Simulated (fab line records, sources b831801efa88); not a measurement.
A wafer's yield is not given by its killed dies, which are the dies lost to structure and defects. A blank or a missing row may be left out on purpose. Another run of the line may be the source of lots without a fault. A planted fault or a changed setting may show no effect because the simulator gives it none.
Split-lot trial    flow sky130    5 lots, 23 wafers read, on a route of 708 steps

SPLIT DETAILS
At SKY_LDD_P_IMPLANT_09, the setting dose-cm2 was moved away from the recipe's 1e+13 on 6 of the 23 wafers read, by -7.4% to +3.4%. The other wafers ran this setting at the recipe's value.

FROM THE SPLIT ON TO THE READING: in between, the file shows 1 step
- SKY_LDD_P_STRIP_10: strips in O2/N2

THE READING
LDD_P_TW, at SKY_LDD_P_TW_MEAS_11. Fault-free wafers of this fab line usually give 636.3, standard deviation 2.9.

wafer   tool, chamber at the split  dose-cm2 as run  against the recipe  LDD_P_TW  against lot-mates on the recipe
L074.1  implanter-01, 0             1e+13            recipe              636.6     -
L074.4  implanter-01, 0             1e+13            recipe              637.7     -
L074.5  implanter-01, 0             1e+13            recipe              634.8     -
L078.1  implanter-02, 0             1e+13            recipe              638.8     -
L078.2  implanter-02, 0             9.262e+12        -7.4%               621.4     -15.1
L078.3  implanter-02, 0             9.262e+12        -7.4%               622.3     -14.2
L078.4  implanter-02, 0             9.262e+12        -7.4%               619.7     -16.8
L078.5  implanter-02, 0             1e+13            recipe              634.2     -
L075.1  implanter-02, 0             1e+13            recipe              637.4     -
L075.2  implanter-02, 0             1e+13            recipe              636.8     -
L075.3  implanter-02, 0             1e+13            recipe              634.5     -
L075.4  implanter-02, 0             1e+13            recipe              636.4     -
L075.5  implanter-02, 0             1e+13            recipe              635.9     -
L080.1  implanter-01, 0             1e+13            recipe              641.0     -
L080.2  implanter-01, 0             1.034e+13        +3.4%               642.0     +2.7
L080.3  implanter-01, 0             1e+13            recipe              637.6     -
L080.5  implanter-01, 0             1.034e+13        +3.4%               645.4     +6.1
L080.6  implanter-01, 0             1.034e+13        +3.4%               643.1     +3.8
L084.1  implanter-01, 0             1e+13            recipe              639.4     -
L084.3  implanter-01, 0             1e+13            recipe              637.1     -
L084.4  implanter-01, 0             1e+13            recipe              637.7     -
L084.5  implanter-01, 0             1e+13            recipe              637.8     -
L084.6  implanter-01, 0             1e+13            recipe              639.6     -

THE FIT
A straight line over all 23 wafers: LDD_P_TW changes by +2.11 for each +1% of dose-cm2; r = +0.96; the points scatter about the line by 1.8.
The same after taking each lot's own level away (the mean of its wafers on the recipe; 23 wafers): +1.91 for each +1%; r = +0.96; scatter 1.6.
Per that fit: largest dose-cm2 move, reading shift of 14.
Measured against the standard deviation above, the lots' own levels, which go from 636.20 to 639.30, span 1.1 times it.
Hence the slope depends on the lot-to-lot level, as the two fits are not the same.
Check: with one of the wafers moved furthest among these (-7.4%) left out of the fit, the line predicts -14.3 for it against its lot-mates. It came out at -15.1 against them.

OTHER SPLITS APPLIED TO THESE WAFERS
Other splits were also applied to these wafers ahead of the reading. Each is held against what the fit with the lots' levels taken away leaves over:
other split on the same wafers          wafers away from the commonest value  r with LDD_P_TW (lot level and that fit taken away)
SKY_SONOS_TUNNEL_IMPLANT_09 energy-kev  10                                    -0.16
SKY_GATE_OXIDE_OXIDATION_01 temp-c      15                                    -0.32
SKY_GATE_OXIDE_IMPLANT_11 energy-kev    8                                     +0.07
SKY_POLY_GATE_EXPOSE_10 dose-mj         11                                    +0.07
SKY_POLY_GATE_ETCH_15 source-w          11                                    +0.22
SKY_POLY_GATE_STRIP_18 power-w          6                                     -0.01

THE FILE'S OWN FIT
LDD_P_TW changes by +1.94 for each +1% of dose-cm2, r = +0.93.
